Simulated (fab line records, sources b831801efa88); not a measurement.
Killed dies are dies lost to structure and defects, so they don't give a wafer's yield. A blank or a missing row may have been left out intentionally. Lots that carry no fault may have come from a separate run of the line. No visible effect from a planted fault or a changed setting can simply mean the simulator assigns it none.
fab line records	flow sky130
record: lots: 24	wafers: 72	lastDay: 50
route steps=708 shown METAL4@599 CAP2M@607 VIA4@651 PASSIVATION@683 PAD_OPEN@702
lots that met no fault: taken from a fault-free run of the same line
startH: hours from the record's opening day to when the first of the lot's shown wafers began	waitH: hours from the lot's prior step to this one	" same as the row above	L1.1+2: a single row standing in for several wafers	- no value, or no start was given	* or withheld: withheld	< > ~ a bound
route shown NAME@n: names a module that has steps shown in the file, with the first one's number in the route	usual: mean and standard deviation over wafers with no fault	same: alike in all rows	chamber/n: place in a boat	sites: per-site readings	_std_site: the standard deviation of these	_edge_site: the outer-site mean with the inner-site mean subtracted	radiusMm: how far each site lies from the wafer's centre	mask NAME#n: copy n	behind: the last tool/chamber to shape the wafer	hold: why the lot went on hold/how many hours it stayed there/how the hold came to an end	device: transistor that didn't switch, given as n, p or np	end of line: the route-end tests of the same wafers	where a step has no rows: the recipe by itself	killed: not the wafer's yield, but the dies lost to structure and defects at the first sort	map: per-die view of a wafer (x killed, . not killed, _ where there is no die)
set.NAME: the setting as run; set.NAME@STEP: as run at that earlier step	model.NAME: the simulator's own value behind a step, which no gauge read
the route's steps for a sample of lots (tables are steps, rows are wafers)
services: a tool's chamber out of use, with start hour (startH, from the record's first day; less than 0 if before it), hours out, and reason
== steps ==
step: SKY_METAL4_SPUTTER_01
recipe: material: TiN	targetThkNm: 20	powerW: 6500	timeS: 16.7	chamberPressurePa: 0.4
usual: cathodeDcPowerW: 6499.9/1.2	throttleValvePct: 30.5/0.97
lot.wafer	tool	chamber	startH	waitH	cathodeDcPowerW	throttleValvePct
L074.1	pvdSputter-03	-	933.03	0.0	6499.2	28.2
L074.3	"	-	"	"	6499.8	31.2
L074.5	"	-	"	"	6500.2	31.9
L075.1	pvdSputter-04	-	938.60	0.0	6502.3	29.8
L075.4	"	-	"	"	6498.8	30.6
L075.6	"	-	"	"	6499.9	30.4
L076.1	pvdSputter-03	-	950.13	0.0	6499.2	31.2
L076.2	"	-	"	"	6500.3	31.6
L076.5	"	-	"	"	6502.8	28.3
L077.2	pvdSputter-03	-	959.26	0.0	6499.4	30.9
L077.3	"	-	"	"	6501.9	31.0
L077.5	"	-	"	"	6498.7	31.0
L078.1	pvdSputter-03	-	960.06	0.0	6499.3	31.0
L078.2	"	-	"	"	6499.6	28.1
L078.6	"	-	"	"	6500.4	30.9
L079.1	pvdSputter-03	-	971.83	0.0	6500.2	31.1
L079.2	"	-	"	"	6498.4	28.3
L079.4	"	-	"	"	6499.2	31.1
L080.2	pvdSputter-02	-	982.08	0.0	6498.6	31.1
L080.3	"	-	"	"	6501.9	31.0
L080.4	"	-	"	"	6500.1	30.3
L081.1	pvdSputter-03	-	991.88	0.0	6498.9	31.1
L081.3	"	-	"	"	6500.7	28.1
L081.5	"	-	"	"	6499.4	28.3
L082.4	pvdSputter-02	-	993.16	0.0	6498.9	31.0
L082.5	"	-	"	"	6500.7	30.3
L082.6	"	-	"	"	6499.6	30.6
L083.2	pvdSputter-03	-	998.94	0.0	6498.3	28.1
L083.4	"	-	"	"	6499.9	31.1
L083.6	"	-	"	"	6499.6	31.2
L084.1	pvdSputter-02	-	1002.98	0.0	6498.3	30.4
L084.3	"	-	"	"	6498.6	30.6
L084.5	"	-	"	"	6498.5	30.7
L085.1	pvdSputter-04	-	1010.13	0.0	6500.2	30.8
L085.3	"	-	"	"	6499.8	29.4
L085.5	"	-	"	"	6500.0	29.5
L086.2	pvdSputter-02	-	1017.59	0.0	6497.1	31.1
L086.4	"	-	"	"	6499.8	30.6
L086.5	"	-	"	"	6500.2	31.2
L087.4	pvdSputter-03	-	1024.89	0.0	6499.2	28.1
L087.5	"	-	"	"	6503.8	31.5
L087.6	"	-	"	"	6501.1	30.8
L088.1	pvdSputter-02	-	1028.67	0.0	6499.4	30.9
L088.3	"	-	"	"	6498.6	30.4
L088.6	"	-	"	"	6499.9	30.2
L089.3	pvdSputter-03	-	1042.54	0.0	6499.5	28.2
L089.4	"	-	"	"	6500.7	31.3
L089.5	"	-	"	"	6502.3	28.3
L090.3	pvdSputter-02	-	1050.47	0.0	6499.9	30.3
L090.4	"	-	"	"	6500.3	30.9
L090.6	"	-	"	"	6501.3	30.3
L091.1	pvdSputter-03	-	1051.77	0.0	6497.9	31.0
L091.4	"	-	"	"	6501.7	31.8
L091.5	"	-	"	"	6500.0	28.1
L092.3	pvdSputter-02	-	1052.81	0.0	6498.8	31.1
L092.4	"	-	"	"	6497.0	30.4
L092.5	"	-	"	"	6499.4	30.5
L093.3	pvdSputter-04	-	1062.65	0.0	6500.1	29.6
L093.4	"	-	"	"	6502.4	29.9
L093.6	"	-	"	"	6500.3	29.6
L094.1	pvdSputter-03	-	1066.97	0.0	6498.8	31.6
L094.3	"	-	"	"	6499.5	31.0
L094.5	"	-	"	"	6500.6	30.7
L095.1	pvdSputter-03	-	1078.53	0.0	6501.2	31.7
L095.4	"	-	"	"	6500.0	30.9
L095.6	"	-	"	"	6500.1	31.6
L096.1	pvdSputter-04	-	1088.68	0.0	6499.9	29.6
L096.5	"	-	"	"	6501.2	30.0
L096.6	"	-	"	"	6499.3	29.6
L097.3	pvdSputter-02	-	1094.28	0.0	6498.6	31.4
L097.4	"	-	"	"	6499.1	30.9
L097.5	"	-	"	"	6500.6	30.3
step: SKY_CAP2M_THK_MEAS_04
recipe: thkMeasGauge: xrf	reads: TiN_of_CAP2M_SPUTTER_02
usual: CAP2M_TIN_THK: 199.2/2.6
lot.wafer	tool	chamber	startH	waitH	CAP2M_TIN_THK[nm]
L074.1	filmMetro-04	-	933.47	0.1	201.0
L074.3	"	-	"	"	201.0
L074.5	"	-	"	"	202.1
L075.1	filmMetro-03	-	939.04	0.1	200.0
L075.4	"	-	"	"	204.2
L075.6	"	-	"	"	204.1
L076.1	filmMetro-02	-	950.57	0.1	197.1
L076.2	"	-	"	"	201.1
L076.5	"	-	"	"	197.8
L077.2	filmMetro-02	-	959.72	0.1	199.9
L077.3	"	-	"	"	200.5
L077.5	"	-	"	"	200.8
L078.1	filmMetro-03	-	960.50	0.1	200.4
L078.2	"	-	"	"	202.9
L078.6	"	-	"	"	203.3
L079.1	filmMetro-03	-	972.27	0.1	205.0
L079.2	"	-	"	"	201.8
L079.4	"	-	"	"	205.1
L080.2	filmMetro-03	-	982.53	0.1	196.2
L080.3	"	-	"	"	203.0
L080.4	"	-	"	"	197.7
L081.1	filmMetro-02	-	992.32	0.1	198.9
L081.3	"	-	"	"	199.1
L081.5	"	-	"	"	197.4
L082.4	filmMetro-04	-	993.64	0.1	198.7
L082.5	"	-	"	"	196.9
L082.6	"	-	"	"	200.3
L083.2	filmMetro-02	-	999.40	0.1	199.9
L083.4	"	-	"	"	196.3
L083.6	"	-	"	"	201.6
L084.1	filmMetro-02	-	1003.42	0.1	199.0
L084.3	"	-	"	"	201.9
L084.5	"	-	"	"	201.0
L085.1	filmMetro-04	-	1010.58	0.1	201.5
L085.3	"	-	"	"	197.8
L085.5	"	-	"	"	198.2
L086.2	filmMetro-04	-	1018.04	0.1	196.3
L086.4	"	-	"	"	200.1
L086.5	"	-	"	"	198.6
L087.4	filmMetro-04	-	1025.36	0.1	195.5
L087.5	"	-	"	"	198.1
L087.6	"	-	"	"	200.1
L088.1	filmMetro-03	-	1029.11	0.1	196.6
L088.3	"	-	"	"	195.7
L088.6	"	-	"	"	195.5
L089.3	filmMetro-03	-	1043.00	0.1	204.6
L089.4	"	-	"	"	195.6
L089.5	"	-	"	"	203.0
L090.3	filmMetro-03	-	1050.94	0.1	197.2
L090.4	"	-	"	"	195.1
L090.6	"	-	"	"	197.8
L091.1	filmMetro-04	-	1052.21	0.1	197.9
L091.4	"	-	"	"	198.6
L091.5	"	-	"	"	197.3
L092.3	filmMetro-02	-	1053.27	0.1	200.7
L092.4	"	-	"	"	199.6
L092.5	"	-	"	"	199.2
L093.3	filmMetro-02	-	1063.11	0.1	201.8
L093.4	"	-	"	"	197.4
L093.6	"	-	"	"	197.8
L094.1	filmMetro-04	-	1067.41	0.1	198.2
L094.3	"	-	"	"	196.8
L094.5	"	-	"	"	197.5
L095.1	filmMetro-04	-	1078.97	0.1	199.3
L095.4	"	-	"	"	201.2
L095.6	"	-	"	"	199.9
L096.1	filmMetro-03	-	1089.12	0.1	201.5
L096.5	"	-	"	"	201.6
L096.6	"	-	"	"	199.7
L097.3	filmMetro-04	-	1094.74	0.1	198.7
L097.4	"	-	"	"	198.3
L097.5	"	-	"	"	198.4
step: SKY_METAL4_ETCH_16
recipe: chemistry: N2/H2	target: BARC	ionEnergyEv: 200	biasW: 100	pressureMtorr: 30	n2FlowSccm: 100	h2FlowSccm: 200	icpW: 500	stopOn: SiO2	timeS: 88.2	targetDepthA: 600
usual: biasW: 99.99/0.29	drypumpMotorCurrentA: 5.8/0.45	n2FlowSccm: 100.04/0.3	oesProductAu: 0.626/0.005	throttleValvePct: 13.206/0.0083
lot.wafer	tool	chamber	startH	waitH	biasW	drypumpMotorCurrentA	n2FlowSccm	oesProductAu	rfHoursCounterH	throttleValvePct
L074.1	rieMetal-02	0	982.58	0.0	99.81	5.8	99.59	0.629	5	13.203
L074.3	"	1	"	"	99.87	5.5	100.05	0.638	-	13.201
L074.5	"	1	"	"	99.65	5.5	99.30	0.626	-	13.217
L075.1	rieMetal-04	1	987.97	0.0	99.41	5.6	100.02	0.619	10	13.218
L075.4	"	0	"	"	99.80	6.8	99.67	0.630	-	13.212
L075.6	"	0	"	"	99.69	6.8	99.80	0.624	-	13.210
L076.1	rieMetal-04	1	999.39	0.0	99.77	5.6	100.32	0.631	10	13.202
L076.2	"	0	"	"	99.82	6.8	100.19	0.622	7	13.208
L076.5	"	1	"	"	100.11	5.6	100.39	0.622	-	13.209
L077.2	rieMetal-04	0	1007.99	0.0	99.64	6.8	99.88	0.634	7	13.202
L077.3	"	0	"	"	100.13	6.8	99.97	0.623	-	13.210
L077.5	"	0	"	"	99.38	6.8	99.91	0.621	-	13.194
L078.1	rieMetal-03	0	1009.13	0.0	100.69	5.6	99.92	0.625	9	13.221
L078.2	"	1	"	"	99.64	5.5	100.16	0.625	13	13.207
L078.6	"	1	"	"	99.86	5.5	100.36	0.619	-	13.217
L079.1	rieMetal-03	0	1020.37	0.0	100.06	5.6	99.85	0.629	9	13.207
L079.2	"	1	"	"	100.49	5.5	100.16	0.628	13	13.213
L079.4	"	1	"	"	100.66	5.5	99.79	0.627	-	13.204
L080.2	rieMetal-02	1	1029.33	0.0	100.19	5.5	100.07	0.622	21	13.203
L080.3	"	0	"	"	100.63	5.9	99.71	0.631	-	13.216
L080.4	"	1	"	"	100.12	5.5	99.63	0.625	-	13.199
L081.1	rieMetal-02	1	1038.34	0.0	100.22	5.5	100.17	0.629	21	13.203
L081.3	"	1	"	"	100.23	5.5	100.51	0.618	-	13.203
L081.5	"	1	"	"	100.00	5.5	100.28	0.624	-	13.199
L082.4	rieMetal-02	1	1039.96	0.0	99.71	5.5	99.83	0.630	-	13.195
L082.5	"	0	"	"	99.75	5.9	100.04	0.628	-	13.204
L082.6	"	1	"	"	100.11	5.5	100.11	0.627	-	13.220
L083.2	rieMetal-04	1	1045.33	0.0	99.45	5.6	100.04	0.621	13	13.197
L083.4	"	0	"	"	100.52	6.8	100.49	0.630	-	13.205
L083.6	"	1	"	"	99.60	5.6	99.89	0.626	-	13.188
L084.1	rieMetal-02	1	1049.23	0.0	100.07	5.5	99.65	0.617	22	13.201
L084.3	"	1	"	"	100.04	5.5	100.12	0.628	-	13.216
L084.5	"	0	"	"	100.16	5.8	100.14	0.626	-	13.213
L085.1	rieMetal-04	0	1056.19	0.0	99.94	6.8	100.01	0.632	11	13.214
L085.3	"	1	"	"	99.58	5.6	100.22	0.625	-	13.197
L085.5	"	0	"	"	99.78	6.8	99.62	0.629	-	13.214
L086.2	rieMetal-02	0	1062.83	0.1	99.84	5.8	99.81	0.624	-	13.214
L086.4	"	0	"	"	100.08	5.9	99.85	0.631	-	13.198
L086.5	"	0	"	"	100.00	5.9	99.93	0.615	-	13.201
L087.4	rieMetal-03	0	1069.90	0.0	99.86	5.6	99.84	0.620	-	13.205
L087.5	"	1	"	"	100.20	5.4	100.69	0.623	-	13.202
L087.6	"	0	"	"	99.91	5.6	99.78	0.621	-	13.213
L088.1	rieMetal-04	1	1073.18	0.0	99.74	5.6	99.58	0.627	15	13.199
L088.3	"	1	"	"	99.66	5.6	99.70	0.637	-	13.206
L088.6	"	1	"	"	99.81	5.6	99.26	0.627	-	13.209
L089.3	rieMetal-03	0	1086.07	0.0	99.61	5.6	99.85	0.636	-	13.191
L089.4	"	1	"	"	99.67	5.5	100.09	0.628	-	13.196
L089.5	"	0	"	"	99.69	5.7	99.70	0.629	-	13.209
L090.3	rieMetal-02	0	1093.81	0.0	100.33	5.9	100.05	0.625	-	13.209
L090.4	"	1	"	"	100.27	5.5	99.68	0.626	-	13.207
L090.6	"	1	"	"	99.70	5.5	100.61	0.626	-	13.208
L091.1	rieMetal-02	1	1094.24	0.0	100.15	5.5	100.18	0.627	1	13.218
L091.4	"	1	"	"	100.45	5.5	100.37	0.622	-	13.196
L091.5	"	1	"	"	100.09	5.5	100.05	0.635	-	13.216
L092.3	rieMetal-02	0	1096.20	0.0	100.14	5.8	100.94	0.616	-	13.209
L092.4	"	1	"	"	99.53	5.4	100.61	0.625	-	13.203
L092.5	"	1	"	"	99.58	5.5	100.10	0.624	-	13.212
L093.3	rieMetal-04	1	1105.11	0.0	99.93	5.6	100.42	0.629	-	13.201
L093.4	"	0	"	"	100.11	6.8	99.71	0.623	-	13.199
L093.6	"	0	"	"	100.16	6.8	99.93	0.627	-	13.198
L094.1	rieMetal-04	0	1108.72	0.0	99.87	6.8	99.87	0.628	15	13.216
L094.3	"	0	"	"	100.29	6.8	100.07	0.633	-	13.203
L094.5	"	1	"	"	100.00	5.6	100.24	0.629	-	13.204
L095.1	rieMetal-03	0	1119.23	0.0	100.16	5.6	100.03	0.634	16	13.191
L095.4	"	0	"	"	100.54	5.6	99.94	0.624	-	13.195
L095.6	"	1	"	"	99.60	5.4	99.91	0.632	-	13.198
L096.1	rieMetal-02	0	1129.87	0.0	100.18	5.9	100.46	0.618	16	13.207
L096.5	"	1	"	"	100.14	5.4	99.99	0.634	-	13.217
L096.6	"	0	"	"	100.10	5.9	100.84	0.622	-	13.208
L097.3	rieMetal-03	1	1134.15	0.1	99.94	5.5	99.70	0.629	-	13.220
L097.4	"	0	"	"	100.47	5.7	99.79	0.638	-	13.208
L097.5	"	0	"	"	100.23	5.7	99.67	0.625	-	13.216
step: SKY_VIA4_ETCH_12
recipe: target: SiO2	chemistry: C4F8/O2/Ar	stopOn: TiN	maskMaterial: NOVOLAK	sourceW: 1500	biasW: 1200	pressureMtorr: 40	c4f8FlowSccm: withheld	O2_flow_sccm: 6	Ar_flow_sccm: 300	timeS: withheld	targetDepthA: 5800
usual: biasW: 1200/3.7	oesProductAu: 0.926/0.0045
lot.wafer	tool	chamber	startH	waitH	biasW	oesProductAu
L074.1	rieDiel-03	3	1007.49	0.0	1203	0.925
L074.3	"	0	"	"	1203	0.931
L074.5	"	2	"	"	1191	0.927
L075.1	rieDiel-04	1	1012.02	0.0	1202	0.926
L075.4	"	0	"	"	1202	0.919
L075.6	"	3	"	"	1202	0.927
L076.1	rieDiel-03	3	1024.09	0.0	1202	0.926
L076.2	"	0	"	"	1209	0.932
L076.5	"	0	"	"	1207	0.923
L077.2	rieDiel-03	1	1031.69	0.0	1195	0.926
L077.3	"	2	"	"	1204	0.923
L077.5	"	3	"	"	1199	0.930
L078.1	rieDiel-04	0	1033.28	0.0	1197	0.921
L078.2	"	2	"	"	1197	0.916
L078.6	"	2	"	"	1196	0.933
L079.1	rieDiel-04	0	1044.63	0.0	1199	0.917
L079.2	"	1	"	"	1200	0.929
L079.4	"	2	"	"	1196	0.931
L080.2	rieDiel-01	3	1053.49	0.0	1195	0.934
L080.3	"	2	"	"	1202	0.927
L080.4	"	0	"	"	1196	0.926
L081.1	rieDiel-01	1	1061.68	0.0	1198	0.918
L081.3	"	2	"	"	1195	0.919
L081.5	"	3	"	"	1201	0.937
L082.4	rieDiel-01	2	1063.48	0.0	1195	0.919
L082.5	"	0	"	"	1203	0.932
L082.6	"	1	"	"	1201	0.927
L083.2	rieDiel-01	2	1068.22	0.0	1207	0.921
L083.4	"	0	"	"	1199	0.918
L083.6	"	1	"	"	1199	0.925
L084.1	rieDiel-04	1	1072.67	0.0	1199	0.923
L084.3	"	2	"	"	1203	0.918
L084.5	"	3	"	"	1196	0.925
L085.1	rieDiel-01	0	1078.82	0.0	1203	0.920
L085.3	"	3	"	"	1201	0.927
L085.5	"	1	"	"	1207	0.925
L086.2	rieDiel-03	0	1085.54	0.0	1204	0.926
L086.4	"	1	"	"	1208	0.921
L086.5	"	2	"	"	1202	0.936
L087.4	rieDiel-01	0	1092.24	0.0	1195	0.919
L087.5	"	2	"	"	1201	0.924
L087.6	"	1	"	"	1205	0.929
L088.1	rieDiel-01	0	1095.48	0.0	1201	0.919
L088.3	"	3	"	"	1202	0.925
L088.6	"	2	"	"	1203	0.926
L089.3	rieDiel-03	2	1107.34	0.0	1205	0.926
L089.4	"	3	"	"	1201	0.923
L089.5	"	0	"	"	1193	0.939
L090.3	rieDiel-04	3	1115.11	0.1	1204	0.920
L090.4	"	2	"	"	1207	0.926
L090.6	"	3	"	"	1198	0.927
L091.1	rieDiel-01	2	1115.79	0.0	1201	0.931
L091.4	"	2	"	"	1206	0.928
L091.5	"	3	"	"	1202	0.921
L092.3	rieDiel-04	3	1117.66	0.1	1202	0.922
L092.4	"	2	"	"	1196	0.923
L092.5	"	2	"	"	1196	0.923
L093.3	rieDiel-04	1	1126.69	0.0	1201	0.919
L093.4	"	3	"	"	1205	0.923
L093.6	"	2	"	"	1198	0.926
L094.1	rieDiel-01	2	1130.19	0.0	1198	0.920
L094.3	"	3	"	"	1197	0.931
L094.5	"	2	"	"	1197	0.926
L095.1	rieDiel-01	3	1139.94	0.0	1203	0.929
L095.4	"	2	"	"	1198	0.928
L095.6	"	3	"	"	1197	0.923
L096.1	rieDiel-03	0	1149.49	0.0	1200	0.928
L096.5	"	1	"	"	1200	0.925
L096.6	"	0	"	"	1204	0.932
L097.3	rieDiel-01	1	1153.79	0.0	1197	0.924
L097.4	"	0	"	"	1194	0.925
L097.5	"	0	"	"	1196	0.927
step: SKY_PASSIVATION_CVD_02
recipe: material: Si3N4	targetThkNm: 540	tempC: 400	timeS: withheld	rfW: 450
usual: heaterPowerW: 703/120
lot.wafer	tool	chamber	startH	waitH	heaterPowerW
L074.1	pecvd-04	0	1032.28	0.1	661
L074.3	"	1	"	"	572
L074.5	"	2	"	"	710
L075.1	pecvd-01	2	1036.66	0.1	472
L075.4	"	2	"	"	520
L075.6	"	1	"	"	900
L076.1	pecvd-01	1	1048.34	0.1	875
L076.2	"	0	"	"	764
L076.5	"	2	"	"	584
L077.2	pecvd-04	1	1057.35	0.0	606
L077.3	"	2	"	"	677
L077.5	"	1	"	"	625
L078.1	pecvd-03	2	1057.58	0.1	646
L078.2	"	1	"	"	769
L078.6	"	2	"	"	552
L079.1	pecvd-04	0	1068.62	0.1	686
L079.2	"	1	"	"	637
L079.4	"	2	"	"	647
L080.2	pecvd-01	1	1077.98	0.0	901
L080.3	"	2	"	"	615
L080.4	"	0	"	"	792
L081.1	pecvd-04	2	1085.39	0.1	675
L081.3	"	1	"	"	600
L081.5	"	2	"	"	704
L082.4	pecvd-01	1	1086.86	0.1	837
L082.5	"	2	"	"	569
L082.6	"	0	"	"	900
L083.2	pecvd-04	0	1091.38	0.0	628
L083.4	"	2	"	"	719
L083.6	"	0	"	"	658
L084.1	pecvd-01	2	1095.66	0.1	540
L084.3	"	1	"	"	790
L084.5	"	0	"	"	813
L085.1	pecvd-03	1	1102.44	0.1	812
L085.3	"	0	"	"	543
L085.5	"	1	"	"	844
L086.2	pecvd-04	0	1108.68	0.0	678
L086.4	"	2	"	"	588
L086.5	"	0	"	"	704
L087.4	pecvd-01	2	1114.40	0.1	561
L087.5	"	1	"	"	895
L087.6	"	0	"	"	840
L088.1	pecvd-01	2	1117.91	0.1	571
L088.3	"	1	"	"	897
L088.6	"	0	"	"	875
L089.3	pecvd-03	1	1129.93	0.0	789
L089.4	"	0	"	"	616
L089.5	"	2	"	"	673
L090.3	pecvd-03	0	1137.28	0.0	643
L090.4	"	2	"	"	530
L090.6	"	1	"	"	786
L091.1	pecvd-01	2	1137.61	0.1	526
L091.4	"	0	"	"	863
L091.5	"	2	"	"	560
L092.3	pecvd-04	0	1139.28	0.0	681
L092.4	"	2	"	"	645
L092.5	"	1	"	"	658
L093.3	pecvd-01	2	1148.77	0.0	491
L093.4	"	1	"	"	927
L093.6	"	0	"	"	849
L094.1	pecvd-04	0	1150.81	0.1	605
L094.3	"	2	"	"	696
L094.5	"	0	"	"	654
L095.1	pecvd-03	1	1160.23	0.1	830
L095.4	"	0	"	"	672
L095.6	"	1	"	"	652
L096.1	pecvd-01	1	1169.33	0.1	760
L096.5	"	0	"	"	863
L096.6	"	1	"	"	842
L097.3	pecvd-01	1	1173.24	0.1	872
L097.4	"	2	"	"	578
L097.5	"	2	"	"	589
step: SKY_PAD_OPEN_STRIP_08
recipe: chemistry: O2/N2	powerW: 1400	pressureMtorr: 1500	platenTempC: withheld	overashFraction: 0.7	o2FlowSccm: 3000	n2FlowSccm: 300
usual: drypumpMotorCurrentA: 6.09/0.21	n2FlowSccm: 299.9/0.7	oesProductAu: 0.663/0.0042	stripTimeToEndpointS: 37.14/0.1
lot.wafer	tool	chamber	startH	waitH	drypumpMotorCurrentA	n2FlowSccm	oesProductAu	rfHoursCounterH	stripTimeToEndpointS
L074.1	plasmaAsher-02	1	1076.31	0.1	6.34	300.7	0.661	1	37.21
L074.3	"	0	"	"	6.11	299.8	0.669	-	37.29
L074.5	"	1	"	"	6.33	299.9	0.665	-	37.15
L075.1	plasmaAsher-03	1	1080.64	0.1	6.20	300.2	0.655	94	37.12
L075.4	"	1	"	"	6.21	300.2	0.666	-	37.04
L075.6	"	0	"	"	5.71	299.8	0.670	-	37.04
L076.1	plasmaAsher-04	1	1091.45	0.1	6.09	299.5	0.663	67	37.15
L076.2	"	0	"	"	6.30	299.2	0.663	67	37.24
L076.5	"	1	"	"	6.10	301.0	0.665	-	37.08
L077.2	plasmaAsher-04	1	1101.00	0.1	6.10	299.8	0.660	68	37.15
L077.3	"	1	"	"	6.10	299.4	0.663	-	37.22
L077.5	"	0	"	"	6.22	299.5	0.663	-	37.19
L078.1	plasmaAsher-03	1	1101.35	0.1	6.17	300.6	0.660	96	37.12
L078.2	"	0	"	"	5.71	299.6	0.662	96	37.27
L078.6	"	0	"	"	5.72	299.0	0.664	-	37.18
L079.1	plasmaAsher-03	0	1110.96	0.1	5.71	300.6	0.660	97	37.15
L079.2	"	1	"	"	6.17	298.1	0.666	97	37.09
L079.4	"	1	"	"	6.17	299.7	0.660	-	37.20
L080.2	plasmaAsher-03	0	1118.61	0.1	5.73	300.8	0.662	98	37.18
L080.3	"	1	"	"	6.16	300.0	0.659	-	37.27
L080.4	"	0	"	"	5.71	300.2	0.662	-	37.18
L081.1	plasmaAsher-02	1	1126.16	0.1	6.30	299.8	0.662	6	37.05
L081.3	"	0	"	"	6.04	301.2	0.665	-	37.12
L081.5	"	0	"	"	6.04	300.9	0.660	-	37.13
L082.4	plasmaAsher-02	0	1127.57	0.1	6.08	299.6	0.666	-	37.08
L082.5	"	1	"	"	6.32	299.0	0.658	-	37.16
L082.6	"	0	"	"	6.10	300.5	0.662	-	37.15
L083.2	plasmaAsher-02	0	1131.09	0.1	6.05	299.4	0.663	7	37.31
L083.4	"	0	"	"	6.05	299.7	0.658	-	37.27
L083.6	"	1	"	"	6.33	300.1	0.657	-	37.29
L084.1	plasmaAsher-03	1	1134.95	0.1	6.16	300.0	0.660	99	37.24
L084.3	"	0	"	"	5.71	300.2	0.667	-	37.18
L084.5	"	1	"	"	6.17	300.1	0.665	-	37.19
L085.1	plasmaAsher-03	1	1141.16	0.1	6.16	299.6	0.656	99	37.17
L085.3	"	1	"	"	6.17	300.0	0.657	-	37.13
L085.5	"	0	"	"	5.72	300.6	0.660	-	37.17
L086.2	plasmaAsher-02	0	1148.70	0.1	6.07	300.5	0.660	8	37.05
L086.4	"	1	"	"	6.35	298.6	0.663	-	37.05
L086.5	"	1	"	"	6.36	298.8	0.668	-	37.02
L087.4	plasmaAsher-02	1	1152.53	0.1	6.31	300.3	0.662	-	37.05
L087.5	"	1	"	"	6.34	300.4	0.665	-	37.20
L087.6	"	0	"	"	6.09	299.0	0.660	-	37.23
L088.1	plasmaAsher-03	0	1155.10	0.1	5.71	300.6	0.662	101	37.04
L088.3	"	0	"	"	5.70	300.3	0.660	-	37.16
L088.6	"	1	"	"	6.19	299.5	0.669	-	37.07
L089.3	plasmaAsher-04	1	1166.97	0.1	6.09	299.5	0.659	-	37.15
L089.4	"	0	"	"	6.26	300.2	0.660	-	37.21
L089.5	"	0	"	"	6.26	300.1	0.668	-	37.14
L090.3	plasmaAsher-03	0	1173.18	0.1	5.71	298.4	0.661	-	37.12
L090.4	"	1	"	"	6.19	300.3	0.664	-	37.15
L090.6	"	1	"	"	6.19	300.2	0.662	-	37.13
L091.1	plasmaAsher-04	1	1173.41	0.1	6.10	300.9	0.667	75	37.38
L091.4	"	0	"	"	6.26	300.3	0.660	-	37.23
L091.5	"	0	"	"	6.23	301.3	0.664	-	37.30
L092.3	plasmaAsher-03	0	1174.33	0.1	5.73	300.3	0.669	-	37.14
L092.4	"	1	"	"	6.18	300.9	0.661	-	37.18
L092.5	"	0	"	"	5.72	298.9	0.667	-	37.23
L093.3	plasmaAsher-02	1	1183.02	0.1	6.31	300.5	0.660	-	36.98
L093.4	"	0	"	"	6.05	299.3	0.663	-	36.99
L093.6	"	0	"	"	6.02	299.1	0.668	-	36.96
L094.1	plasmaAsher-02	1	1184.50	0.1	6.34	300.0	0.664	12	37.09
L094.3	"	0	"	"	6.07	299.5	0.663	-	37.17
L094.5	"	1	"	"	6.35	300.6	0.663	-	37.14
L095.1	plasmaAsher-03	1	1192.94	0.1	6.18	300.1	0.658	104	37.06
L095.4	"	0	"	"	5.70	299.5	0.664	-	37.02
L095.6	"	1	"	"	6.18	300.8	0.664	-	37.07
L096.1	plasmaAsher-02	0	1201.80	0.1	6.07	299.8	0.663	13	36.87
L096.5	"	0	"	"	6.10	299.5	0.664	-	36.96
L096.6	"	1	"	"	6.32	299.4	0.663	-	36.91
L097.3	plasmaAsher-04	0	1204.28	0.1	6.23	300.6	0.666	-	36.98
L097.4	"	1	"	"	6.10	299.8	0.663	-	36.96
L097.5	"	0	"	"	6.25	299.3	0.668	-	36.98
== services ==
tool	chamber	startH	hours	kind
rieDiel-04	-	910.03	2.8	pm
pecvd-04	2	918.61	3.9	repair
pecvd-01	2	938.15	22.6	repair
rieMetal-04	-	951.85	13.3	repair
pvdSputter-02	-	954.52	2.0	repair
plasmaAsher-03	-	960.26	0.6	repair
plasmaAsher-03	-	988.68	2.8	pm
pvdSputter-02	-	1023.14	0.6	repair
pecvd-01	-	1029.87	0.5	repair
pvdSputter-02	-	1036.52	3.9	repair
pecvd-01	-	1052.13	14.6	pm
plasmaAsher-02	-	1055.29	9.0	pm
rieMetal-02	-	1100.26	0.9	repair
plasmaAsher-03	-	1122.36	4.3	pm
rieMetal-02	-	1148.13	2.1	repair
pecvd-01	-	1156.46	2.8	pm
pvdSputter-03	-	1159.52	1.6	repair
rieMetal-04	1	1171.31	23.1	repair
pecvd-01	0	1171.50	7.1	repair
plasmaAsher-03	-	1179.24	1.6	repair
rieMetal-04	0	1181.31	16.4	repair
rieMetal-02	-	1185.29	2.8	pm
pecvd-04	-	1187.34	14.6	pm
pecvd-01	2	1195.11	3.8	repair
== key ==
fault none
